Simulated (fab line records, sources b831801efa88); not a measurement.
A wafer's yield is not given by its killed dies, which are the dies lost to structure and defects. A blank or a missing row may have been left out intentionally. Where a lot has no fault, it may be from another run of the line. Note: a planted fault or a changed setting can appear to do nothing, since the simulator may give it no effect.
fab line records	flow sky130
[record] lots = 6	wafers = 18	last_day = 49
route steps=708 shown POLY_CUT@310 SD_P@320 RES_XHIGH@332 SD_N@342
lots that met no fault: from a run of the same line without faults
start_h: the number of hours between the record's first day and the start of the first shown wafer of the lot	wait_h: hours from the lot's prior step to this one	" same as the row above	L1.1+2: a row that stands for several wafers	- no value, or no start given	* or withheld: withheld	< > ~ a bound
route shown NAME@n: NAME is a module with steps in the file, n the number in the route of the first one	usual: the fault-free wafers' mean and standard deviation	same: alike in all rows	chamber/n: place in a boat	sites: readings site by site	_std_site: their standard deviation	_edge_site: outer sites' mean less inner sites'	radius_mm: how far each site lies from the wafer's centre	mask NAME#n: copy n	behind: tool/chamber where the wafer was last shaped	hold: why the lot was held/for how many hours/how that ended	device: names the non-switching transistor (n, p or np)	end of line: the route-end tests of the same wafers	step lacking rows: just its recipe	killed: count of dies lost to structure and defects at first sort (not the wafer's yield)	map: dies across one wafer; x = killed, . = not, _ = none there
set.NAME: the run value of the setting; set.NAME@STEP: its run value at that earlier step	model.NAME: the simulator's own value behind a step, which no gauge read
lots at some steps of the route; a table a step, a row a wafer
services: a tool's chamber out of use, with start hour (start_h, from the record's first day; less than 0 if before it), hours out, and reason
[[steps]]
[step SKY_POLY_CUT_COAT_03]
[recipe] resist = KrF-thick	spin_rpm = 3000	resist_thk_nm = 450
[step SKY_POLY_CUT_SOFTBAKE_04]
[recipe] temp_c = 100	time_s = 90	resist = KrF-thick
[step SKY_POLY_CUT_EXPOSE_05]
[recipe] mask_id = NPCM	na = 0.8	source_shape = annular	sigma_inner = 0.55	sigma_outer = 0.85	target_cd_nm = 270	dose_mj = 32
[step SKY_POLY_CUT_PEB_06]
[recipe] peb_temp_c = withheld	peb_time_s = withheld	resist = KrF-thick
[step SKY_POLY_CUT_DEVELOP_07]
[recipe] develop_time_s = 60	resist = KrF-thick	dev_temp_c = 21
[step SKY_POLY_CUT_CD_MEAS_08]
[recipe] target_cd_nm = 270
[usual] cd_nm = 270.0/1.8
lot.wafer	tool	chamber	start_h	wait_h	cd_nm
L256.4	cd_sem-02	-	583.90	-	271.2
L256.5	"	-	"	"	270.2
L256.6	"	-	"	"	270.7
L261.1	cd_sem-02	-	619.43	-	270.6
L261.4	"	-	"	"	271.5
L261.5	"	-	"	"	270.2
L260.1	cd_sem-01	-	621.11	-	268.8
L260.2	"	-	"	"	269.5
L260.5	"	-	"	"	271.1
L268.1	cd_sem-02	-	673.13	-	266.9
L268.4	"	-	"	"	268.0
L268.6	"	-	"	"	267.5
L271.1	cd_sem-01	-	693.01	-	266.9
L271.3	"	-	"	"	268.2
L271.4	"	-	"	"	267.7
L273.1	cd_sem-01	-	711.84	-	267.8
L273.4	"	-	"	"	267.6
L273.5	"	-	"	"	266.7
[step SKY_POLY_CUT_OVL_MEAS_09]
[usual] POLY_CUT_OVL = 1/5.2
lot.wafer	tool	chamber	start_h	wait_h	POLY_CUT_OVL[nm]
L256.4	overlay-01	-	583.98	0.1	2
L256.5	"	-	"	"	2
L256.6	"	-	"	"	7
L261.1	overlay-02	-	619.55	0.1	5
L261.4	"	-	"	"	0
L261.5	"	-	"	"	5
L260.1	overlay-01	-	621.23	0.1	-10
L260.2	"	-	"	"	-10
L260.5	"	-	"	"	-5
L268.1	overlay-01	-	673.25	0.1	0
L268.4	"	-	"	"	7
L268.6	"	-	"	"	3
L271.1	overlay-02	-	693.13	0.1	-1
L271.3	"	-	"	"	-1
L271.4	"	-	"	"	0
L273.1	overlay-02	-	711.96	0.1	-2
L273.4	"	-	"	"	3
L273.5	"	-	"	"	1
[step SKY_POLY_CUT_ETCH_10]
[recipe] chemistry = N2/H2	target = BARC	ion_energy_ev = 200	source_w = 500	bias_w = 100	pressure_mtorr = 30	n2_flow_sccm = 100	h2_flow_sccm = 200	stop_on = SiO2	time_s = 45.9	target_depth_a = 600
[usual] drypump_motor_current_A = 5.6/0.48	oes_product_au = 0.854/0.0047	throttle_valve_pct = 13.225/0.0098
lot.wafer	tool	chamber	start_h	wait_h	drypump_motor_current_A	oes_product_au	rf_hours_counter_h	throttle_valve_pct
L256.4	rie_diel-04	0	584.00	0.0	5.8	0.854	59	13.227
L256.5	"	1	"	"	5.5	0.862	-	13.224
L256.6	"	0	"	"	5.8	0.857	-	13.230
L261.1	rie_diel-03	2	619.58	0.0	5.9	0.847	7	13.227
L261.4	"	3	"	"	5.3	0.856	43	13.228
L261.5	"	3	"	"	5.3	0.848	-	13.247
L260.1	rie_diel-04	1	621.26	0.0	5.5	0.860	9	13.226
L260.2	"	3	"	"	4.9	0.860	31	13.224
L260.5	"	2	"	"	6.2	0.852	-	13.221
L268.1	rie_diel-01	0	673.28	0.0	5.0	0.849	9	13.229
L268.4	"	3	"	"	6.2	0.855	13	13.238
L268.6	"	1	"	"	5.4	0.857	-	13.225
L271.1	rie_diel-01	3	693.16	0.0	6.2	0.849	14	13.222
L271.3	"	2	"	"	5.9	0.855	1	13.227
L271.4	"	0	"	"	5.0	0.846	10	13.227
L273.1	rie_diel-04	1	712.00	0.0	5.5	0.855	11	13.224
L273.4	"	2	"	"	6.2	0.855	-	13.210
L273.5	"	1	"	"	5.5	0.860	-	13.235
[step SKY_POLY_CUT_ETCH_11]
[recipe] target = Si3N4	chemistry = CF4/CH2F2/Ar	stop_on = poly-Si	source_w = 600	bias_w = 150	pressure_mtorr = 40	cf4_flow_sccm = 40	ch2f2_flow_sccm = 20	Ar_flow_sccm = 150	time_s = 42.5	target_depth_a = 600
[usual] drypump_motor_current_A = 5.6/0.48	oes_product_au = 0.828/0.0075	throttle_valve_pct = 14.993/0.0095
lot.wafer	tool	chamber	start_h	wait_h	drypump_motor_current_A	oes_product_au	rf_hours_counter_h	throttle_valve_pct
L256.4	rie_diel-04	0	584.04	0.0	5.8	0.833	59	14.977
L256.5	"	1	"	"	5.5	0.835	-	15.014
L256.6	"	0	"	"	5.8	0.836	-	14.996
L261.1	rie_diel-03	2	619.63	0.0	5.8	0.829	7	14.994
L261.4	"	3	"	"	5.3	0.832	43	14.980
L261.5	"	3	"	"	5.3	0.831	-	14.992
L260.1	rie_diel-04	1	621.31	0.0	5.5	0.839	9	15.003
L260.2	"	3	"	"	4.9	0.823	31	14.987
L260.5	"	2	"	"	6.2	0.828	-	14.994
L268.1	rie_diel-01	0	673.33	0.0	5.0	0.828	9	15.002
L268.4	"	3	"	"	6.2	0.825	13	14.998
L268.6	"	1	"	"	5.4	0.827	-	14.992
L271.1	rie_diel-01	3	693.21	0.0	6.2	0.838	14	14.992
L271.3	"	2	"	"	5.9	0.837	1	14.994
L271.4	"	0	"	"	5.0	0.833	10	14.990
L273.1	rie_diel-04	1	712.04	0.0	5.5	0.833	11	14.993
L273.4	"	2	"	"	6.2	0.829	-	15.014
L273.5	"	1	"	"	5.5	0.836	-	14.989
[step SKY_POLY_CUT_STRIP_12]
[recipe] chemistry = O2/N2	power_w = 1400	pressure_mtorr = 1500	platen_temp_c = withheld	o2_flow_sccm = 3000	n2_flow_sccm = 300	overash_fraction = 0.5
[usual] drypump_motor_current_A = 6.0/0.41	o2_flow_sccm = 3000/8.7	oes_product_au = 0.452/0.005	strip_time_to_endpoint_s = 5.352/0.017
lot.wafer	tool	chamber	start_h	wait_h	drypump_motor_current_A	o2_flow_sccm	oes_product_au	rf_hours_counter_h	strip_time_to_endpoint_s
L256.4	plasma_asher-01	0	584.11	0.1	5.6	3008	0.453	-	5.347
L256.5	"	0	"	"	5.6	2999	0.446	-	5.333
L256.6	"	1	"	"	6.7	2999	0.449	-	5.364
L261.1	plasma_asher-04	1	619.67	0.0	5.6	2988	0.452	81	5.336
L261.4	"	1	"	"	5.6	2989	0.448	-	5.352
L261.5	"	0	"	"	5.9	2990	0.452	-	5.352
L260.1	plasma_asher-03	0	621.35	0.0	6.4	2983	0.442	52	5.353
L260.2	"	1	"	"	5.9	3007	0.459	52	5.342
L260.5	"	1	"	"	5.9	3009	0.450	-	5.357
L268.1	plasma_asher-03	1	673.37	0.0	5.9	3001	0.447	54	5.359
L268.4	"	1	"	"	5.9	3002	0.454	-	5.347
L268.6	"	1	"	"	5.9	3005	0.456	-	5.372
L271.1	plasma_asher-04	0	693.25	0.0	5.9	3002	0.457	90	5.343
L271.3	"	1	"	"	5.6	2998	0.455	-	5.394
L271.4	"	0	"	"	6.0	2994	0.455	-	5.350
L273.1	plasma_asher-01	1	712.08	0.0	6.7	3007	0.457	98	5.343
L273.4	"	1	"	"	6.7	2990	0.457	-	5.347
L273.5	"	1	"	"	6.7	2985	0.451	-	5.331
[step SKY_SD_P_DEHYDRATE_00]
[recipe] temp_c = 200	time_s = 60
[step SKY_SD_P_HMDS_01]
[recipe] prime_time_s = 60	prime_temp_c = 120
[step SKY_SD_P_COAT_02]
[recipe] resist = NOVOLAK	spin_rpm = 3000	resist_thk_nm = 1140
[usual] chill_plate_temp_C = 22.98/0.1	dispense_pressure_kPa = 48/5.4	exhaust_pa = 44.9/0.94
lot.wafer	tool	chamber	start_h	wait_h	chill_plate_temp_C	dispense_pressure_kPa	exhaust_pa
L256.4	litho_track-01	0	597.37	0.1	22.91	42	46.3
L256.5	"	0	"	"	22.87	42	44.6
L256.6	"	0	"	"	22.98	42	46.5
L261.1	litho_track-01	-	633.39	0.1	-	-	-
L261.4	"	-	"	"	-	-	-
L261.5	"	-	"	"	-	-	-
L260.1	litho_track-02	-	635.03	0.1	-	-	-
L260.2	"	-	"	"	-	-	-
L260.5	"	-	"	"	-	-	-
L268.1	litho_track-01	0	686.59	0.1	23.01	42	44.2
L268.4	"	0	"	"	23.08	42	44.4
L268.6	"	0	"	"	22.88	42	45.0
L271.1	litho_track-01	0	707.59	0.1	22.97	42	45.2
L271.3	"	0	"	"	22.94	42	45.3
L271.4	"	0	"	"	22.93	42	45.0
L273.1	litho_track-02	0	724.78	0.1	22.89	54	45.1
L273.4	"	0	"	"	22.95	54	46.1
L273.5	"	0	"	"	22.74	54	46.1
[step SKY_SD_P_SOFTBAKE_03]
[recipe] temp_c = 90	time_s = 60	resist = NOVOLAK
[step SKY_SD_P_EXPOSE_04]
[recipe] mask_id = PSDM	na = 0.6	source_shape = conventional	sigma_outer = 0.6	polarization = unpolarized	target_cd_nm = 380	dose_mj = 138
[step SKY_SD_P_PEB_05]
[recipe] temp_c = withheld	time_s = *	resist = NOVOLAK
[step SKY_SD_P_DEVELOP_06]
[recipe] resist = NOVOLAK	developer = TMAH	develop_time_s = 60	dev_temp_c = 22.29
[step SKY_SD_P_CD_MEAS_07]
[recipe] target_cd_nm = 380
[usual] cd_nm = 380.2/2.7
lot.wafer	tool	chamber	start_h	wait_h	cd_nm
L256.4	cd_sem-01	-	613.15	0.1	379.9
L256.5	"	-	"	"	379.6
L256.6	"	-	"	"	378.9
L261.1	cd_sem-02	-	648.51	0.1	-
L261.4	"	-	"	"	-
L261.5	"	-	"	"	-
L260.1	cd_sem-02	-	650.01	0.1	-
L260.2	"	-	"	"	-
L260.5	"	-	"	"	-
L268.1	cd_sem-02	-	701.31	0.1	382.4
L268.4	"	-	"	"	382.5
L268.6	"	-	"	"	382.1
L271.1	cd_sem-01	-	721.24	0.1	380.0
L271.3	"	-	"	"	380.6
L271.4	"	-	"	"	378.0
L273.1	cd_sem-02	-	739.33	0.1	381.7
L273.4	"	-	"	"	380.1
L273.5	"	-	"	"	380.0
[step SKY_SD_P_OVL_MEAS_08]
[usual] SD_P_OVL = 0.0/1.6
lot.wafer	tool	chamber	start_h	wait_h	SD_P_OVL[nm]
L256.4	overlay-01	-	613.23	0.1	2.8
L256.5	"	-	"	"	2.1
L256.6	"	-	"	"	3.4
L261.1	overlay-02	-	648.63	0.1	-
L261.4	"	-	"	"	-
L261.5	"	-	"	"	-
L260.1	overlay-01	-	650.13	0.1	-
L260.2	"	-	"	"	-
L260.5	"	-	"	"	-
L268.1	overlay-02	-	701.43	0.1	1.7
L268.4	"	-	"	"	1.9
L268.6	"	-	"	"	1.7
L271.1	overlay-02	-	721.36	0.1	1.4
L271.3	"	-	"	"	1.9
L271.4	"	-	"	"	0.0
L273.1	overlay-02	-	739.45	0.1	1.4
L273.4	"	-	"	"	1.2
L273.5	"	-	"	"	2.8
[step SKY_SD_P_IMPLANT_09]
[recipe] species = BF2	energy_kev = 20	dose_cm2 = 3e+15	tilt_deg = 0
[step SKY_SD_P_STRIP_10]
[recipe] chemistry = O2/N2	power_w = 1400	pressure_mtorr = 1500	platen_temp_c = withheld	o2_flow_sccm = 3000	n2_flow_sccm = 300	overash_fraction = 0.5
[usual] drypump_motor_current_A = 5.8/0.57	o2_flow_sccm = 3001/9.1	oes_product_au = 0.618/0.0045	strip_time_to_endpoint_s = 17.50/0.042
lot.wafer	tool	chamber	start_h	wait_h	drypump_motor_current_A	o2_flow_sccm	oes_product_au	rf_hours_counter_h	strip_time_to_endpoint_s
L256.4	plasma_asher-04	1	613.43	0.1	5.6	2998	0.619	-	17.52
L256.5	"	0	"	"	6.0	3013	0.612	-	17.40
L256.6	"	1	"	"	5.6	2999	0.612	-	17.49
L261.1	plasma_asher-01	0	648.81	0.1	5.5	2986	-	91	-
L261.4	"	0	"	"	5.6	2981	-	-	-
L261.5	"	0	"	"	5.6	2975	-	-	-
L260.1	plasma_asher-02	1	650.31	0.1	5.0	2975	-	23	-
L260.2	"	0	"	"	6.0	3003	-	23	-
L260.5	"	0	"	"	6.0	2984	-	-	-
L268.1	plasma_asher-04	0	701.61	0.1	5.9	2985	0.621	90	17.60
L268.4	"	0	"	"	6.0	3000	0.614	-	17.54
L268.6	"	1	"	"	5.6	3013	0.618	-	17.55
L271.1	plasma_asher-02	1	721.55	0.1	5.0	3004	0.609	31	17.50
L271.3	"	1	"	"	5.0	3022	0.615	-	17.48
L271.4	"	0	"	"	6.0	2989	0.623	-	17.50
L273.1	plasma_asher-02	0	739.64	0.1	6.0	2998	0.624	33	17.52
L273.4	"	0	"	"	6.0	3015	0.608	-	17.48
L273.5	"	0	"	"	6.0	3007	0.610	-	17.53
[step SKY_SD_P_TW_MEAS_11]
[usual] SD_P_TW = 2791/17
lot.wafer	tool	chamber	start_h	wait_h	SD_P_TW
L256.4	film_metro-04	-	613.53	0.1	2815
L256.5	"	-	"	"	2796
L256.6	"	-	"	"	2809
L261.1	film_metro-01	-	648.91	0.1	2808
L261.4	"	-	"	"	2827
L261.5	"	-	"	"	2804
L260.1	film_metro-01	-	650.41	0.1	2804
L260.2	"	-	"	"	2816
L260.5	"	-	"	"	2804
L268.1	film_metro-01	-	701.71	0.1	2771
L268.4	"	-	"	"	2787
L268.6	"	-	"	"	2784
L271.1	film_metro-04	-	721.65	0.1	2779
L271.3	"	-	"	"	2784
L271.4	"	-	"	"	2793
L273.1	film_metro-03	-	739.74	0.1	2751
L273.4	"	-	"	"	2763
L273.5	"	-	"	"	2763
[step SKY_RES_XHIGH_DEHYDRATE_00]
[recipe] temp_c = 200	time_s = 60
[step SKY_RES_XHIGH_HMDS_01]
[recipe] prime_time_s = 60	prime_temp_c = 120
[step SKY_RES_XHIGH_COAT_02]
[recipe] resist = NOVOLAK	spin_rpm = 3000	resist_thk_nm = 1140
[step SKY_RES_XHIGH_SOFTBAKE_03]
[recipe] temp_c = 90	time_s = 60	resist = NOVOLAK
[step SKY_RES_XHIGH_EXPOSE_04]
[recipe] mask_id = URPM	na = 0.6	source_shape = conventional	sigma_outer = 0.6	polarization = unpolarized	target_cd_nm = 1270	dose_mj = 140
[step SKY_RES_XHIGH_PEB_05]
[recipe] temp_c = withheld	time_s = *	resist = NOVOLAK
[step SKY_RES_XHIGH_DEVELOP_06]
[recipe] resist = NOVOLAK	developer = TMAH	develop_time_s = 60	dev_temp_c = 23
[step SKY_RES_XHIGH_IMPLANT_07]
[recipe] species = BF2	energy_kev = 20	dose_cm2 = 3.6e+14	tilt_deg = 0
[step SKY_RES_XHIGH_STRIP_08]
[recipe] chemistry = O2/N2	power_w = 1400	pressure_mtorr = 1500	platen_temp_c = withheld	o2_flow_sccm = 3000	n2_flow_sccm = 300	overash_fraction = 0.5
[usual] drypump_motor_current_A = 5.7/0.43	o2_flow_sccm = 3000/9.5	oes_product_au = 0.711/0.0048	strip_time_to_endpoint_s = 14.29/0.035
lot.wafer	tool	chamber	start_h	wait_h	drypump_motor_current_A	o2_flow_sccm	oes_product_au	rf_hours_counter_h	strip_time_to_endpoint_s
L256.4	plasma_asher-02	1	641.99	0.1	5.0	3007	0.711	-	14.31
L256.5	"	1	"	"	5.0	3016	0.714	-	14.27
L256.6	"	0	"	"	6.0	2997	0.722	-	14.27
L261.1	plasma_asher-04	1	676.91	0.1	5.6	2997	0.710	88	14.27
L261.4	"	1	"	"	5.6	3002	0.712	-	14.30
L261.5	"	1	"	"	5.6	2985	0.713	-	14.26
L260.1	plasma_asher-02	0	679.21	0.1	6.0	2988	0.712	26	14.27
L260.2	"	1	"	"	5.0	2997	0.712	26	14.28
L260.5	"	1	"	"	5.0	3012	0.708	-	14.28
L268.1	plasma_asher-04	1	729.36	0.1	5.6	3006	0.714	94	14.32
L268.4	"	1	"	"	5.6	2996	0.710	-	14.33
L268.6	"	0	"	"	6.0	2994	0.709	-	14.35
L271.1	plasma_asher-04	0	748.93	0.1	5.9	3019	0.719	96	14.28
L271.3	"	0	"	"	5.9	3009	0.716	-	14.32
L271.4	"	1	"	"	5.6	3001	0.718	-	14.30
L273.1	plasma_asher-04	1	766.78	0.1	5.6	2988	0.714	98	14.28
L273.4	"	1	"	"	5.6	3002	0.719	-	14.31
L273.5	"	1	"	"	5.6	2998	0.699	-	14.27
[step SKY_RES_XHIGH_TW_MEAS_09]
[usual] RES_XHIGH_TW = 1622/6.5
lot.wafer	tool	chamber	start_h	wait_h	RES_XHIGH_TW
L256.4	film_metro-01	-	642.09	0.1	1621
L256.5	"	-	"	"	1626
L256.6	"	-	"	"	1621
L261.1	film_metro-04	-	677.01	0.1	2835
L261.4	"	-	"	"	2828
L261.5	"	-	"	"	2846
L260.1	film_metro-03	-	679.31	0.1	2850
L260.2	"	-	"	"	2819
L260.5	"	-	"	"	2846
L268.1	film_metro-01	-	729.46	0.1	1617
L268.4	"	-	"	"	1632
L268.6	"	-	"	"	1628
L271.1	film_metro-01	-	749.07	0.1	1630
L271.3	"	-	"	"	1625
L271.4	"	-	"	"	1625
L273.1	film_metro-01	-	766.88	0.1	1621
L273.4	"	-	"	"	1623
L273.5	"	-	"	"	1635
[step SKY_SD_N_DEHYDRATE_00]
[recipe] temp_c = 200	time_s = 60
[[services]]
tool	chamber	start_h	hours	kind
plasma_asher-01	-	563.37	4.4	repair
rie_diel-04	-	563.53	1.1	repair
plasma_asher-03	-	573.39	0.4	repair
rie_diel-03	0	575.07	8.2	repair
rie_diel-01	1	583.13	12.7	repair
plasma_asher-01	-	590.48	0.6	repair
plasma_asher-01	-	608.89	18.9	repair
plasma_asher-02	-	611.59	2.8	pm
plasma_asher-01	-	619.80	1.5	repair
rie_diel-03	1	625.42	7.7	repair
plasma_asher-03	-	628.41	30.1	repair
rie_diel-03	1	637.27	28.4	repair
rie_diel-01	3	650.79	9.7	repair
plasma_asher-03	-	660.11	2.8	pm
rie_diel-01	1	674.90	7.5	repair
plasma_asher-03	-	694.39	1.4	repair
plasma_asher-04	-	695.19	4.2	repair
plasma_asher-03	-	702.17	14.1	repair
plasma_asher-03	-	703.84	0.6	repair
rie_diel-04	0	709.65	5.2	repair
rie_diel-03	0	712.52	48.8	repair
plasma_asher-01	-	733.75	9.0	pm
rie_diel-04	3	745.40	1.2	repair
rie_diel-04	-	747.67	2.8	pm
[[key]]
[first_sign] step = SKY_SD_P_COAT_02	reading = tool_record	direction = missing
[effect] step = SKY_SD_P_CD_MEAS_07	reading = cd_nm	direction = missing
[effect] step = SKY_SD_P_OVL_MEAS_08	reading = SD_P_OVL	direction = missing
[effect] step = SKY_RES_XHIGH_TW_MEAS_09	reading = RES_XHIGH_TW	direction = up	sigmas = 99+	usual = 1622	struck = 2837
met_at SKY_SD_P_COAT_02
struck_wafers L260.1,L260.2,L260.5,L261.1,L261.4,L261.5
sort_left_out L260.1,L260.2,L260.5,L261.1,L261.4,L261.5
tester_left_out L260,L261
onset_between 597.37 633.39
[fault] kind = skipped_step_whole	tool = litho_track-01,litho_track-02	chamber = -	onset_h = 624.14	steps = SKY_SD_P_COAT_02	scope = struck_lots_only
// tester_left_out: of these lots the tester's yield and bins aren't shown, on N5 and GAA mostly nor the transistor test; their killed dies are dies lost to structure and defects alone, not to doping, threshold or leakage, so they don't give the yield
// sort_left_out: the simulated sort isn't trusted on such a fault, so these wafers' sort isn't shown, and their yield isn't known
